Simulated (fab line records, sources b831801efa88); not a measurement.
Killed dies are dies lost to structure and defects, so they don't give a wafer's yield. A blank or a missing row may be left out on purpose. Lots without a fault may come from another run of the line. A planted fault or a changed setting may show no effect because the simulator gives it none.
One fault seen from 2 desks | flow gf180mcu | each desk has only its own numbers; what lay behind them comes last

THE TOOL OWNER'S DESK: litho_track-03
The tool's own readings at GF_HV_LDD_DEVELOP_06 (develop time 60 s): means of the sampled wafers that have a number, for each lot that ran on this tool. A lot is out of limits, marked OUT, if its mean lies more than 4 standard deviations from the usual mean; the brackets give that distance.
Columns: A = developer_temp_C at GF_HV_LDD_DEVELOP_06, usual 23.00 C; B = resist_line_temp_C at GF_HV_LDD_DEVELOP_06, usual 22.99 C
lot  | first seen here | A               | B
L187 | day 10 11:26    | 23.13           | 23.02
L190 | day 11 06:17    | 22.96           | 23.01
L192 | day 11 14:29    | 22.91           | 22.87
L196 | day 13 00:59    | 23.01           | 22.92
L197 | day 13 05:56    | 20.63 (-24) OUT | 22.96
L200 | day 14 04:59    | 20.72 (-23) OUT | 22.99
L209 | day 17 11:44    | 23.12           | 23.01
This desk's finding: out of limits on L197, L200; first on L197, day 13 05:56 (developer_temp_C at GF_HV_LDD_DEVELOP_06). In limits: L187, L190, L192, L196, L209.

THE METROLOGY DESK
What the gauges read, lot by lot, whatever tool the lot ran on: means of the sampled wafers that have a number. A lot is out of limits, marked OUT, if its mean lies more than 4 standard deviations from the usual mean; the brackets give that distance.
Columns: A = MVSD_OVL at GF_MVSD_OVL_MEAS_07, usual -0.6 nm; B = VT_IMPLANT_OVL at GF_VT_IMPLANT_OVL_MEAS_07, usual -0.9 nm; C = cd_nm at GF_HV_LDD_CD_MEAS_07, usual 399.9 nm
lot  | first seen here | A    | B    | C
L187 | day 4 18:39     | -1.0 | 0.6  | 398.8
L188 | day 4 20:39     | 1.7  | -1.4 | 401.5
L189 | day 5 03:21     | 0.8  | -0.5 | 399.5
L190 | day 5 10:32     | -0.9 | -3.0 | 399.3
L191 | day 5 14:45     | 0.5  | -0.2 | 399.5
L192 | day 5 19:21     | -1.1 | -1.1 | 398.1
L193 | day 6 01:45     | 0.8  | 0.1  | 400.1
L196 | day 6 20:26     | 0.4  | 0.7  | 399.2
L197 | day 7 01:06     | -2.1 | -0.7 | 406.7
L200 | day 7 19:35     | -0.3 | -0.8 | 406.6
L203 | day 8 11:48     | -2.2 | -0.9 | 401.7
L204 | day 8 20:01     | -1.2 | -0.3 | 401.7
L209 | day 10 05:55    | 0.3  | -1.7 | 402.7
This desk's finding: nothing out of limits on any of the 13 lots.

PUT TOGETHER
The tool owner's desk could have raised an alarm at day 13 05:56, on L197, L200.
The metrology desk saw nothing out of limits.
The metrology desk has L197, L200 on record, within its limits.
Of the lots named, all ran GF_HV_LDD_DEVELOP_06 on litho_track-03.

WHAT THE SIMULATOR HAD PUT IN
Process parameter drift: litho_track-03, from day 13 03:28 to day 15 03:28, at GF_HV_LDD_DEVELOP_06. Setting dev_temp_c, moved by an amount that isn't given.
Lots struck among those shown: L197, L200.
Hours from the fault's start to each desk's first reading out of limits: the tool owner's desk, 2.
